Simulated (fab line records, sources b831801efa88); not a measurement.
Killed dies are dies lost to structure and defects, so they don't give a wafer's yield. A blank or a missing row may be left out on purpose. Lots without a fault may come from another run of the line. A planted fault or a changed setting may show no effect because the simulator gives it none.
Chamber matching | flow gf180mcu | GF_POLY_GATE_ETCH_12 on rie_diel-02: 4 sister chambers
The step etches BARC in N2/H2. 16 wafers are shown with their chamber, then 8 later ones without.

WAFERS WITH THEIR CHAMBER
wafer  | chamber | drypump_motor_current_A (A) | throttle_valve_pct (%) | oes_product_au (a.u.)
L667.2 | 1       | 5.9                         | 13.217                 | 0.730
L667.3 | 0       | 5.7                         | 13.218                 | 0.735
L667.5 | 3       | 5.7                         | 13.209                 | 0.741
L670.1 | 2       | 6.1                         | 13.224                 | 0.732
L670.2 | 3       | 5.7                         | 13.219                 | 0.737
L670.4 | 3       | 5.7                         | 13.219                 | 0.737
L678.3 | 3       | 5.7                         | 13.216                 | 0.743
L678.5 | 3       | 5.7                         | 13.220                 | 0.731
L678.6 | 0       | 5.7                         | 13.201                 | 0.734
L679.2 | 2       | 6.1                         | 13.227                 | 0.731
L679.5 | 0       | 5.7                         | 13.217                 | 0.738
L679.6 | 1       | 5.9                         | 13.230                 | 0.741
L680.2 | 3       | 5.8                         | 13.215                 | 0.728
L680.4 | 1       | 5.9                         | 13.220                 | 0.732
L680.6 | 1       | 5.9                         | 13.206                 | 0.733
L685.1 | 1       | 5.9                         | 13.211                 | 0.739

SIGNATURES (means of the wafers above)
reading                 | chamber 0 | chamber 1 | chamber 2 | chamber 3 | scatter within a chamber
drypump_motor_current_A | 5.700     | 5.900     | 6.100     | 5.717     | 0.0264
throttle_valve_pct      | 13.21200  | 13.21680  | 13.22550  | 13.21633  | 0.0071
oes_product_au          | 0.73567   | 0.73500   | 0.73150   | 0.73617   | 0.00469
Rule: a wafer's distance from a chamber is the root of the sum, over the readings, of the square of ((its reading less the chamber's mean) divided by the reading's scatter). The wafer belongs to the nearest chamber; if the next one is less than 2 further off, it can't be placed. The scatter: the root of (the sum of the squares of (reading less its chamber's mean) over the shown wafers, divided by (wafers less chambers)).

WAFERS WITHOUT THEIR CHAMBER
wafer  | drypump_motor_current_A (A) | throttle_valve_pct (%) | oes_product_au (a.u.)
L685.2 | 5.7                         | 13.208                 | 0.738
L685.5 | 5.7                         | 13.208                 | 0.738
L688.1 | 5.7                         | 13.206                 | 0.740
L688.3 | 5.9                         | 13.214                 | 0.739
L688.4 | 6.2                         | 13.225                 | 0.729
L690.4 | 5.7                         | 13.229                 | 0.733
L690.5 | 5.9                         | 13.204                 | 0.731
L690.6 | 5.7                         | 13.215                 | 0.746

WHICH CHAMBER EACH WENT THROUGH
wafer  | from the rows above     | in truth
L685.2 | can't be placed: 0 or 3 | 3
L685.5 | can't be placed: 0 or 3 | 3
L688.1 | can't be placed: 0 or 3 | 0
L688.3 | 1                       | 1
L688.4 | 2                       | 2
L690.4 | can't be placed: 3 or 0 | 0
L690.5 | 1                       | 1
L690.6 | can't be placed: 3 or 0 | 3
Placed correctly: 3 of 8. Can't be placed from these rows: 5 (the true chamber is among the candidates in 5). Placed wrongly: 0.
